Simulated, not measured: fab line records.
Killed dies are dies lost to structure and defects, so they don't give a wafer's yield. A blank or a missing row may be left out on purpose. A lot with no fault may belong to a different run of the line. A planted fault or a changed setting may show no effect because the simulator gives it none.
Which tool is to blame? | flow gf180mcu | 7 lots, 21 wafers sampled, at 1 step of a route of 602

== WHAT THE GAUGES READ, wafer by wafer ==
GF_MVSD_OVL_MEAS_07.
lot  | measured     | on         | MVSD_OVL (nm)
L660 | day 4 18:53  | overlay-02 | -1.2 -1.2 -1.3
L662 | day 5 06:47  | overlay-02 | -0.3 0.8 -0.5
L664 | day 5 19:14  | overlay-02 | 2.0 0.9 1.1
L671 | day 7 13:32  | overlay-01 | 2.5 3.2 2.0
L674 | day 8 04:59  | overlay-02 | 1.0 0.8 1.0
L679 | day 9 09:13  | overlay-01 | -0.3 -0.4 -0.2
L682 | day 10 03:20 | overlay-01 | 0.4 1.1 0.1

== WHAT TOOL EACH LOT RAN ON (gives the tool, then ch and the chambers of the sampled wafers, and finally the start) ==
There is no process step in the record ahead of these readings.

== THE ANSWER, worked out from the rows above alone ==
Rule: usual is defined by the lots themselves. The widest of any qualifying gaps counts: lots, ordered by their means at a reading, are off when they make up no more than a third of the lots, leave a main group of 4 or more, and stand apart from it by 3 or more times the standard deviation of that group's means. The tables above print the reading to a certain number of digits; a main group whose means all agree to those digits is not used. Also off: a lot with no number at a reading for which 4 or more lots have one. Any other lot the step has rows for is counted as sound.
No lot is off on any of the readings shown, so nothing can be concluded from this.

== WHAT WAS PUT IN BY THE SIMULATOR ==
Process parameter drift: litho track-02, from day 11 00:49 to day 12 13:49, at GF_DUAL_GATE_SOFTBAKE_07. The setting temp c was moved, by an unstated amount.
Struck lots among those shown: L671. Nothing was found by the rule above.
